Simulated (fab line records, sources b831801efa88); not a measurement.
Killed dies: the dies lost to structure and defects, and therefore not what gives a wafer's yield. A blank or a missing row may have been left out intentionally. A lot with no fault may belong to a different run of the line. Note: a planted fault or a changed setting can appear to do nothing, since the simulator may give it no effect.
fab line records    flow sky130
record: lots: 6  wafers: 18  last_day: 49
route steps=708 shown LDD_N@252 LDD_P@255 PAD_OPEN@708
lots untouched by any fault: they come from a run of this same line in which no faults occurred
start_h: start of the lot's first displayed wafer, in hours after the record's first day    wait_h: hours since the lot's step before    " same as the row above    L1.1+2: a single row standing in for several wafers    - value missing, or start not given    * or withheld: withheld    < > ~ a bound
route shown NAME@n: NAME is a module with steps in the file, n the number in the route of the first one    usual: the fault-free wafers' mean and standard deviation    same: alike in all rows    chamber/n: place in a boat    sites: per-site readings    _std_site: the values' standard deviation    _edge_site: the outer-site mean with the inner-site mean subtracted    radius_mm: for every site, how far away it sits from the centre of the wafer    mask NAME#n: copy n    behind: tool/chamber where the wafer was last shaped    hold: why the lot went on hold/how many hours it stayed there/how the hold came to an end    device: names the non-switching transistor (n, p or np)    end of line: the same wafers' tests at the end of the route    a step with no rows: only its recipe    killed: dies that structure and defects cost at the first sort, which is not the same as the wafer's yield    map: shows each die of a wafer: x if killed, . if not, _ if none is there
set.NAME: setting as actually run; set.NAME@STEP: the setting as run at that earlier step    model.NAME: the simulator's own value behind a step, which no gauge read
certain route steps with their lots: each step a table, each wafer a row
services: a tool's chamber out of use, with start hour (start_h, from the record's first day; less than 0 if before it), hours out, and reason
== steps ==
step: SKY_LDD_N_IMPLANT_15
recipe: species: BF2  energy_kev: 50  dose_cm2: 5e+12  tilt_deg: 30  rotation_deg: 270
step: SKY_LDD_N_STRIP_16
recipe: chemistry: O2/N2  power_w: 1400  pressure_mtorr: 1500  platen_temp_c: withheld  o2_flow_sccm: 3000  n2_flow_sccm: 300  overash_fraction: 0.5
usual: drypump_motor_current_A: 5.4/0.45  oes_product_au: 0.407/0.0048  strip_time_to_endpoint_s: 4.323/0.017
lot.wafer  tool             chamber  start_h  wait_h  drypump_motor_current_A  oes_product_au  rf_hours_counter_h  strip_time_to_endpoint_s
L561.1     plasma_asher-03  0        416.40   0.1     5.1                      0.393           74                  4.307
L561.2     "                1        "        "       5.5                      0.404           74                  4.292
L561.3     "                1        "        "       5.6                      0.397           -                   4.310
L562.2     plasma_asher-04  1        416.55   0.1     6.1                      0.402           28                  4.314
L562.4     "                0        "        "       6.6                      0.406           -                   4.322
L562.6     "                1        "        "       6.1                      0.419           -                   4.350
L574.3     plasma_asher-01  1        528.38   0.1     5.0                      0.410           -                   4.315
L574.5     "                0        "        "       5.4                      0.409           -                   4.320
L574.6     "                1        "        "       5.0                      0.407           -                   4.301
L575.1     plasma_asher-04  0        540.54   0.1     6.7                      0.404           40                  4.323
L575.3     "                1        "        "       6.1                      0.406           -                   4.329
L575.6     "                0        "        "       6.7                      0.402           -                   4.341
L578.2     plasma_asher-03  0        556.89   0.1     5.0                      0.406           12                  4.313
L578.3     "                0        "        "       5.1                      0.408           -                   4.344
L578.4     "                1        "        "       5.5                      0.412           -                   4.320
L581.1     plasma_asher-01  0        583.15   0.1     5.4                      0.410           79                  4.332
L581.4     "                1        "        "       5.0                      0.411           -                   4.316
L581.6     "                1        "        "       5.0                      0.407           -                   4.330
step: SKY_LDD_N_TW_MEAS_17
usual: LDD_N_TW: 2551/20
lot.wafer  tool           chamber  start_h  wait_h  LDD_N_TW
L561.1     film_metro-01  -        416.50   0.1     2565
L561.2     "              -        "        "       2568
L561.3     "              -        "        "       2574
L562.2     film_metro-03  -        416.66   0.1     2523
L562.4     "              -        "        "       2531
L562.6     "              -        "        "       2519
L574.3     film_metro-03  -        528.47   0.1     2547
L574.5     "              -        "        "       2541
L574.6     "              -        "        "       2534
L575.1     film_metro-04  -        540.64   0.1     2551
L575.3     "              -        "        "       2535
L575.6     "              -        "        "       2550
L578.2     film_metro-04  -        557.00   0.1     2555
L578.3     "              -        "        "       2552
L578.4     "              -        "        "       2554
L581.1     film_metro-03  -        583.25   0.1     2525
L581.4     "              -        "        "       2541
L581.6     "              -        "        "       2542
step: SKY_LDD_P_DEHYDRATE_00
recipe: temp_c: 200  time_s: 60
step: SKY_LDD_P_HMDS_01
recipe: prime_time_s: 60  prime_temp_c: 120
step: SKY_LDD_P_COAT_02
recipe: resist: NOVOLAK  spin_rpm: 3000  resist_thk_nm: 1140
step: SKY_LDD_P_SOFTBAKE_03
recipe: temp_c: 90  time_s: 60  resist: NOVOLAK
step: SKY_LDD_P_EXPOSE_04
recipe: mask_id: PSDM  na: 0.6  source_shape: conventional  sigma_outer: 0.6  polarization: unpolarized  target_cd_nm: 380  dose_mj: 138
step: SKY_LDD_P_PEB_05
recipe: temp_c: withheld  time_s: *  resist: NOVOLAK
step: SKY_LDD_P_DEVELOP_06
recipe: resist: NOVOLAK  developer: TMAH  develop_time_s: 60  dev_temp_c: 23.82
step: SKY_LDD_P_CD_MEAS_07
recipe: target_cd_nm: 380
usual: cd_nm: 380.8/2.6
lot.wafer  tool       chamber  start_h  wait_h  cd_nm
L561.1     cd_sem-02  -        446.91   0.1     380.6
L561.2     "          -        "        "       380.1
L561.3     "          -        "        "       382.7
L562.2     cd_sem-01  -        446.94   0.1     379.1
L562.4     "          -        "        "       379.1
L562.6     "          -        "        "       379.9
L574.3     cd_sem-01  -        558.20   0.1     383.5
L574.5     "          -        "        "       383.5
L574.6     "          -        "        "       382.1
L575.1     cd_sem-02  -        569.57   0.1     378.9
L575.3     "          -        "        "       380.4
L575.6     "          -        "        "       379.0
L578.2     cd_sem-02  -        585.83   0.1     383.4
L578.3     "          -        "        "       383.2
L578.4     "          -        "        "       382.3
L581.1     cd_sem-02  -        612.32   0.1     377.2
L581.4     "          -        "        "       374.7
L581.6     "          -        "        "       376.5
step: SKY_LDD_P_OVL_MEAS_08
usual: LDD_P_OVL: 1.2/1.7
lot.wafer  tool        chamber  start_h  wait_h  LDD_P_OVL[nm]
L561.1     overlay-02  -        447.03   0.1     2.3
L561.2     "           -        "        "       1.5
L561.3     "           -        "        "       1.7
L562.2     overlay-01  -        447.04   0.1     0.0
L562.4     "           -        "        "       2.4
L562.6     "           -        "        "       1.7
L574.3     overlay-01  -        558.30   0.1     2.2
L574.5     "           -        "        "       5.1
L574.6     "           -        "        "       2.2
L575.1     overlay-01  -        569.69   0.1     4.8
L575.3     "           -        "        "       4.5
L575.6     "           -        "        "       4.8
L578.2     overlay-01  -        585.94   0.1     0.5
L578.3     "           -        "        "       0.7
L578.4     "           -        "        "       0.6
L581.1     overlay-02  -        612.44   0.1     -0.6
L581.4     "           -        "        "       -0.3
L581.6     "           -        "        "       -1.2
step: SKY_LDD_P_IMPLANT_09
recipe: species: BF2  energy_kev: 25  dose_cm2: 1e+13  tilt_deg: withheld
usual: beam_energy_keV: 25.000/0.0075  dose_ions_cm2: 9.998e+12/1.3e+10  faraday_current_uA: 56.4/1.1
lot.wafer  tool          chamber  start_h  wait_h  beam_energy_keV  dose_ions_cm2  faraday_current_uA
L561.1     implanter-01  0        447.07   0.0     25.001           9.991e+12      54.3
L561.2     "             0        "        "       25.007           9.986e+12      56.6
L561.3     "             0        "        "       24.998           9.992e+12      55.3
L562.2     implanter-02  0        447.10   0.0     24.991           1e+13          56.5
L562.4     "             0        "        "       24.994           9.997e+12      56.5
L562.6     "             0        "        "       24.993           9.985e+12      58.5
L574.3     implanter-01  0        558.37   0.1     25.002           1.065e+13      59.9
L574.5     "             0        "        "       25.003           1.0637e+13     60.1
L574.6     "             0        "        "       25.008           1.0649e+13     59.9
L575.1     implanter-01  0        569.72   0.0     24.993           1.0642e+13     60.8
L575.3     "             0        "        "       24.985           1.0661e+13     61.4
L575.6     "             0        "        "       24.994           1.0647e+13     61.3
L578.2     implanter-02  0        585.99   0.0     24.986           1.0002e+13     56.6
L578.3     "             0        "        "       24.987           9.992e+12      55.3
L578.4     "             0        "        "       25.003           9.975e+12      55.9
L581.1     implanter-04  0        612.47   0.0     25.009           1.0007e+13     55.6
L581.4     "             0        "        "       24.990           1.0017e+13     56.9
L581.6     "             0        "        "       24.994           1.0018e+13     57.1
step: SKY_LDD_P_STRIP_10
recipe: chemistry: O2/N2  power_w: 1400  pressure_mtorr: 1500  platen_temp_c: withheld  o2_flow_sccm: 3000  n2_flow_sccm: 300  overash_fraction: 0.5
usual: drypump_motor_current_A: 5.8/0.62  oes_product_au: 0.716/0.0046  strip_time_to_endpoint_s: 14.21/0.038
lot.wafer  tool             chamber  start_h  wait_h  drypump_motor_current_A  oes_product_au  rf_hours_counter_h  strip_time_to_endpoint_s
L561.1     plasma_asher-04  1        447.22   0.1     6.1                      0.718           31                  14.19
L561.2     "                0        "        "       6.7                      0.706           31                  14.21
L561.3     "                0        "        "       6.7                      0.710           -                   14.20
L562.2     plasma_asher-02  1        447.22   0.1     6.7                      0.716           74                  14.13
L562.4     "                0        "        "       5.5                      0.713           -                   14.17
L562.6     "                0        "        "       5.5                      0.720           -                   14.18
L574.3     plasma_asher-03  1        558.50   0.1     5.5                      0.717           -                   14.22
L574.5     "                0        "        "       5.1                      0.708           -                   14.21
L574.6     "                1        "        "       5.5                      0.725           -                   14.22
L575.1     plasma_asher-03  1        569.87   0.1     5.6                      0.718           14                  14.21
L575.3     "                0        "        "       5.0                      0.724           -                   14.23
L575.6     "                0        "        "       5.1                      0.714           -                   14.21
L578.2     plasma_asher-02  0        586.12   0.1     5.5                      0.720           88                  14.19
L578.3     "                1        "        "       6.7                      0.717           -                   14.24
L578.4     "                0        "        "       5.5                      0.725           -                   14.19
L581.1     plasma_asher-02  1        612.62   0.1     6.7                      0.719           90                  14.22
L581.4     "                1        "        "       6.7                      0.708           -                   14.27
L581.6     "                0        "        "       5.5                      0.717           -                   14.27
step: SKY_LDD_P_TW_MEAS_11
usual: LDD_P_TW: 627/3.5
lot.wafer  tool           chamber  start_h  wait_h  hold                      LDD_P_TW
L561.1     film_metro-03  -        447.32   0.1     -                         622
L561.2     "              -        "        "       -                         623
L561.3     "              -        "        "       -                         624
L562.2     film_metro-02  -        447.33   0.1     -                         627
L562.4     "              -        "        "       -                         626
L562.6     "              -        "        "       -                         626
L574.3     film_metro-04  -        558.59   0.1     await_dispo/0.2h/release  644
L574.5     "              -        "        "       await_dispo/0.2h/release  641
L574.6     "              -        "        "       await_dispo/0.2h/release  641
L574.3     film_metro-04  -        558.86   0.3     -                         643
L574.5     "              -        "        "       -                         645
L574.6     "              -        "        "       -                         640
L575.1     film_metro-02  -        569.97   0.1     await_dispo/0.2h/release  643
L575.3     "              -        "        "       await_dispo/0.2h/release  641
L575.6     "              -        "        "       await_dispo/0.2h/release  640
L575.1     film_metro-02  -        570.21   0.2     -                         641
L575.3     "              -        "        "       -                         636
L575.6     "              -        "        "       -                         641
L578.2     film_metro-04  -        586.23   0.1     -                         626
L578.3     "              -        "        "       -                         625
L578.4     "              -        "        "       -                         625
L581.1     film_metro-02  -        612.72   0.1     -                         628
L581.4     "              -        "        "       -                         626
L581.6     "              -        "        "       -                         628
step: SKY_PAD_OPEN_PROBE_99
usual: killed_at_M0_to_M3: 44/7.9  killed_at_M4_up: 3.1/2  killed_at_contacts: 23/4.9  killed_at_front_end: 15/3.9  killed_at_other: 0.2/0.49  killed_dies: 86/10  killed_on_rim: 17/3.9  killed_open: 47/7.1  killed_short: 39/7.1
same: gross_dies: 492  killed_at_back_side: 0
lot.wafer  tool       chamber  start_h  wait_h  killed_at_M0_to_M3  killed_at_M4_up  killed_at_contacts  killed_at_front_end  killed_at_other  killed_dies  killed_on_rim  killed_open  killed_short  model.etest.tip_p.rs_ohm_sq
L561.1     prober-01  -        1082.48  0.1     46                  2                28                  18                   2                96           20             53           41            6920
L561.2     prober-01  -        1082.53  0.1     54                  7                18                  20                   0                99           16             51           48            6886
L561.3     prober-01  -        1082.58  0.2     50                  3                24                  19                   0                96           19             57           38            6897
L562.2     prober-02  -        1084.84  0.1     55                  4                28                  11                   0                98           18             46           50            7065
L562.4     prober-02  -        1084.94  0.2     51                  5                17                  10                   0                83           19             42           41            7059
L562.6     prober-02  -        1085.04  0.2     49                  0                26                  9                    0                84           18             49           35            7023
L574.3     prober-02  -        1157.98  0.2     40                  2                16                  19                   0                77           17             34           42            6442
L574.5     prober-02  -        1158.08  0.2     51                  3                23                  23                   0                100          23             59           41            6443
L574.6     prober-02  -        1158.13  0.2     38                  2                28                  18                   0                86           17             46           40            6472
L575.1     prober-01  -        1163.25  0.1     40                  2                28                  21                   0                91           23             60           31            6734
L575.3     prober-01  -        1163.35  0.2     53                  5                16                  12                   1                87           14             44           43            6751
L575.6     prober-01  -        1163.50  0.2     39                  4                21                  19                   0                83           16             53           30            6754
L578.2     prober-01  -        1170.72  0.1     57                  0                17                  17                   0                91           18             50           41            6986
L578.3     prober-01  -        1170.77  0.2     48                  9                27                  10                   0                94           18             51           43            7049
L578.4     prober-01  -        1170.82  0.2     51                  3                30                  12                   0                96           15             62           33            7040
L581.1     prober-01  -        1186.32  0.1     50                  0                20                  16                   1                87           18             50           35            6914
L581.4     prober-01  -        1186.47  0.2     60                  3                25                  16                   2                106          23             49           57            6930
L581.6     prober-01  -        1186.57  0.2     28                  4                19                  14                   0                65           9              36           29            6908
killed by level:class
L561.1 VIA1:geometric_particle:open=10 VIA2:geometric_particle:open=10 LI_CONTACT:geometric_particle:open=8 CONTACT:geometric_particle:open=8 VIA3:geometric_particle:open=7 CONTACT:geometric_particle:short=6 METAL1:geometric_particle:short=6 FIELD_ISO:geometric_particle:short=5
L561.2 VIA1:geometric_particle:open=15 VIA3:geometric_particle:open=10 FIELD_ISO:geometric_particle:open=9 METAL1:geometric_particle:short=8 CONTACT:geometric_particle:open=7 VIA1:geometric_particle:short=6 LOCAL_INTERCONNECT:geometric_particle:short=5 METAL4:geometric_particle:short=5
L561.3 VIA1:geometric_particle:open=11 VIA3:geometric_particle:open=9 CONTACT:geometric_particle:open=7 VIA2:geometric_particle:open=7 CONTACT:geometric_particle:short=6 VIA1:geometric_particle:short=6 FIELD_ISO:geometric_particle:short=5 POLY_GATE:geometric_particle:open=5
L562.2 VIA1:geometric_particle:open=11 VIA3:geometric_particle:open=11 CONTACT:geometric_particle:short=9 CONTACT:geometric_particle:open=7 METAL2:geometric_particle:short=6 LI_CONTACT:geometric_particle:short=5 VIA2:geometric_particle:open=5 VIA2:geometric_particle:short=4
L562.4 METAL1:geometric_particle:short=9 VIA1:geometric_particle:open=9 METAL2:geometric_particle:short=7 CONTACT:geometric_particle:open=6 VIA2:geometric_particle:open=6 VIA1:geometric_particle:short=5 LI_CONTACT:geometric_particle:open=4 FIELD_ISO:geometric_particle:short=3
L562.6 VIA2:geometric_particle:open=11 LI_CONTACT:geometric_particle:open=10 VIA1:geometric_particle:open=10 CONTACT:geometric_particle:open=6 CONTACT:geometric_particle:short=6 VIA3:geometric_particle:open=6 METAL1:geometric_particle:short=5 VIA1:geometric_particle:short=5
L574.3 VIA1:geometric_particle:open=10 POLY_GATE:geometric_particle:short=6 CONTACT:geometric_particle:open=6 FIELD_ISO:geometric_particle:short=5 METAL1:geometric_particle:short=5 LOCAL_INTERCONNECT:geometric_particle:short=5 VIA3:geometric_particle:short=5 VIA2:geometric_particle:open=4
L574.5 VIA1:geometric_particle:open=23 CONTACT:geometric_particle:open=8 VIA2:geometric_particle:open=8 POLY_GATE:geometric_particle:short=6 METAL2:geometric_particle:short=5 POLY_GATE:geometric_particle:open=4 LI_CONTACT:geometric_particle:short=4 LI_CONTACT:geometric_particle:open=4
L574.6 VIA1:geometric_particle:open=11 CONTACT:geometric_particle:open=9 LOCAL_INTERCONNECT:geometric_particle:short=7 VIA2:geometric_particle:open=6 VIA3:geometric_particle:open=5 SPACER:geometric_particle:short=5 METAL1:geometric_particle:short=5 LI_CONTACT:geometric_particle:open=4
L575.1 VIA1:geometric_particle:open=15 CONTACT:geometric_particle:open=12 LI_CONTACT:geometric_particle:open=9 VIA3:geometric_particle:open=6 FIELD_ISO:geometric_particle:short=5 POLY_GATE:geometric_particle:open=5 POLY_GATE:geometric_particle:short=4 CONTACT:geometric_particle:short=4
L575.3 VIA2:geometric_particle:open=8 VIA3:geometric_particle:open=7 CONTACT:geometric_particle:open=6 METAL1:geometric_particle:short=6 VIA1:geometric_particle:short=6 VIA1:geometric_particle:open=6 METAL3:geometric_particle:short=5 POLY_GATE:geometric_particle:short=4
L575.6 CONTACT:geometric_particle:open=10 VIA1:geometric_particle:open=10 VIA2:geometric_particle:open=9 FIELD_ISO:geometric_particle:open=6 VIA3:geometric_particle:open=5 METAL1:geometric_particle:short=5 POLY_GATE:geometric_particle:open=4 LI_CONTACT:geometric_particle:open=4
L578.2 VIA1:geometric_particle:open=13 CONTACT:geometric_particle:open=8 FIELD_ISO:geometric_particle:short=6 METAL1:geometric_particle:short=6 VIA2:geometric_particle:open=5 VIA1:geometric_particle:short=5 VIA3:geometric_particle:open=5 METAL3:geometric_particle:short=5
L578.3 VIA1:geometric_particle:open=11 LI_CONTACT:geometric_particle:open=9 METAL4:geometric_particle:short=7 VIA2:geometric_particle:open=7 VIA3:geometric_particle:open=6 CONTACT:geometric_particle:open=6 METAL1:geometric_particle:short=6 METAL2:geometric_particle:short=5
L578.4 CONTACT:geometric_particle:open=16 VIA3:geometric_particle:open=11 VIA1:geometric_particle:open=9 LI_CONTACT:geometric_particle:open=8 VIA1:geometric_particle:short=8 METAL2:geometric_particle:short=5 CONTACT:geometric_particle:short=5 VIA2:geometric_particle:open=4
L581.1 VIA3:geometric_particle:open=10 VIA2:geometric_particle:open=8 VIA1:geometric_particle:open=7 VIA1:geometric_particle:short=7 METAL1:geometric_particle:short=6 LOCAL_INTERCONNECT:geometric_particle:short=5 CONTACT:geometric_particle:short=5 CONTACT:geometric_particle:open=4
L581.4 METAL1:geometric_particle:short=12 CONTACT:geometric_particle:open=10 VIA3:geometric_particle:open=9 VIA1:geometric_particle:open=8 POLY_GATE:geometric_particle:short=8 VIA1:geometric_particle:short=7 VIA2:geometric_particle:open=6 CONTACT:geometric_particle:short=5
L581.6 CONTACT:geometric_particle:open=8 VIA3:geometric_particle:open=7 FIELD_ISO:geometric_particle:short=5 POLY_GATE:geometric_particle:open=4 LI_CONTACT:geometric_particle:open=4 LI_CONTACT:geometric_particle:short=4 METAL1:geometric_particle:short=4 VIA1:geometric_particle:open=4
== services ==
tool             chamber  start_h  hours  kind
plasma_asher-04  -        406.08   2.8    pm
plasma_asher-02  -        419.46   2.7    repair
plasma_asher-03  -        421.25   9.0    pm
plasma_asher-03  0        421.25   9.0    vent_cycle
plasma_asher-03  1        421.25   9.0    vent_cycle
plasma_asher-03  0        430.25   -      clean
plasma_asher-03  1        430.25   -      clean
plasma_asher-04  -        430.45   1.0    repair
implanter-02     -        430.52   1.6    repair
implanter-02     -        437.27   3.5    repair
implanter-02     -        472.12   1.3    repair
implanter-02     -        511.91   2.9    pm
implanter-04     -        529.60   3.1    pm
implanter-02     -        535.03   6.1    pm
implanter-01     -        546.55   6.4    repair
== key ==
first_sign: step: SKY_LDD_P_IMPLANT_09  reading: dose_ions_cm2  direction: up  sigmas: 51  usual: *  struck: *
effect: step: SKY_LDD_P_IMPLANT_09  reading: faraday_current_uA  direction: up  sigmas: 3.7  usual: 56.4  struck: 60.5
effect: step: SKY_LDD_P_TW_MEAS_11  reading: visit  direction: added
model_effect: step: SKY_PAD_OPEN_PROBE_99  value: etest.tip_p.rs_ohm_sq  without: 6951  struck: 6599
met_at SKY_LDD_P_IMPLANT_09
struck_wafers L574.3,L574.5,L574.6,L575.1,L575.3,L575.6
tester_left_out L574,L575
onset_between 447.07 558.37
fault: kind: process_parameter_drift  tool: implanter-01  chamber: -  onset_h: 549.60  steps: SKY_LDD_P_IMPLANT_09  channel: dose_cm2  offset: *  shape: step  end_h: 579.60  acts_in: *  stated: *
tester_left_out: of these lots the tester's yield and bins aren't shown, on N5 and GAA mostly nor the transistor test; their killed dies are dies lost to structure and defects alone, not to doping, threshold or leakage, so they don't give the yield
